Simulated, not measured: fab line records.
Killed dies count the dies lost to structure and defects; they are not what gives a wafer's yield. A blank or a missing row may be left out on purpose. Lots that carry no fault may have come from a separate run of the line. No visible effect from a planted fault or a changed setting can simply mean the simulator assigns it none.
Comparing a struck lot with a sound one :: flow sky130 :: 14 out of 708 route steps
Sound: the wafers L298.2, L298.4, L298.5. Struck: wafers L306.1, L306.2, L306.5. The cause is given at the end.
At each step with rows: each side's tool, then ch and its chambers, then its first start. Under that, the readings that differ: sound wafers :: struck wafers :: difference of the means :: sigmas: that difference in standard deviations of wafers without a fault.
alike: readings whose means differ by less than 2 such deviations, and words and numbers that are the same on both sides. not compared: withheld readings, readings that some wafer has no value for, bounds like >300 that may hide the same value, and numbers for which the record gives no deviation and whose values overlap.
A row with sigmas, a row that says differs or no value, or rows on one side alone: a step with any of these is where the two part. When numbers do not overlap yet have no deviation, they are printed without sigmas and do not part them. A reading missing from all wafers of one side parts the sides only when that side holds two or more wafers.

first, 5 steps without rows for these wafers: SKY_SD_N_COAT_02 (resist thk 1140 nm); SKY_SD_N_SOFTBAKE_03 (time 60 s); SKY_SD_N_EXPOSE_04 (exposes mask NSDM, target cd 380 nm); SKY_SD_N_PEB_05; SKY_SD_N_DEVELOP_06 (develop time 60 s).
SKY_SD_N_CD_MEAS_07: target cd 380 nm.
  sound on cd_sem-02 at day 29 17:23; struck on cd_sem-02 at day 32 02:19
  alike: cd_nm
SKY_SD_N_OVL_MEAS_08:
  sound on overlay-01 at day 29 17:29; struck on overlay-02 at day 32 02:26
  alike: SD_N_OVL
then, 2 steps without rows for these wafers: SKY_SD_N_IMPLANT_09; SKY_SD_N_IMPLANT_10.
SKY_SD_N_STRIP_11: strips in O2/N2.
  sound on plasma_asher-01 ch 0,1, day 29 17:49; struck on plasma_asher-02 ch 0,1, day 32 02:46
  alike: drypump_motor_current_A, oes_product_au, strip_time_to_endpoint_s
  not compared: rf_hours_counter_h
SKY_SD_N_TW_MEAS_12:
  sound on film_metro-04 at day 29 17:55; struck on film_metro-04 at day 32 02:52
  alike: SD_N_TW
then, 1 step without rows for these wafers: SKY_SD_N_CLEAN_13 (cleans in SC1/SC2, time 150 s).
SKY_SD_N_RTA_14: time 2 s.
  sound on rtp_anneal-02 ch 0, day 29 18:02; struck on rtp_anneal-02 ch 0, day 32 03:14
  alike: anneal_temp_c_max, lamp_power_pct, wafer_temp_C_max
-- the record jumps here: 17 days lie between the struck wafers' starts before and after (it left off in module SD_N and takes up again in module PAD_OPEN, whose first step shown is number 708 of the route) --
SKY_PAD_OPEN_PROBE_99:
  sound on prober-01 at day 47 05:46; struck on prober-01 at day 48 19:28
reading: model.etest.res_xhigh_po.line_ohm_um
sound: 5866 5532 5742
struck: 4084 4066 4175
difference: -1605
sigmas: 

reading: model.etest.res_xhigh_po.rs_ohm_sq
sound: 2050 1930 2008
struck: 1424 1444 1452
difference: -556
sigmas: 

reading: model.etest.pfet_01v8.r_on_ohm_um
sound: 2928 2980 2967
struck: 2408 2455 2481
difference: -510
sigmas: 

reading: model.etest.res_pdiff.line_ohm_um
sound: 1348 1358 1379
struck: 1110 1112 1087
difference: -259
sigmas: 

reading: model.etest.pfet_g5v0d10v5.r_on_ohm_um
sound: 4721 4829 4847
struck: 4511 4605 4568
difference: -238
sigmas: 

reading: model.etest.res_high_po.line_ohm_um
sound: 756.1 700.1 737.5
struck: 611.3 626.5 614
difference: -114.0
sigmas: 

reading: model.etest.licon_high_po.rc_ohm
sound: 336.7 344.4 344.9
struck: 248.4 266.3 260.2
difference: -83.7
sigmas: 

reading: model.etest.res_ndiff.line_ohm_um
sound: 732.2 734.2 741
struck: 676.3 681.9 673.9
difference: -58.4
sigmas: 
  alike: killed_at_M0_to_M3, killed_at_M4_up, killed_at_contacts, killed_at_front_end, killed_at_other, killed_dies, killed_open, killed_short

## WHERE THEY PART
Nowhere in this record.

WHY: the cause the simulator had injected
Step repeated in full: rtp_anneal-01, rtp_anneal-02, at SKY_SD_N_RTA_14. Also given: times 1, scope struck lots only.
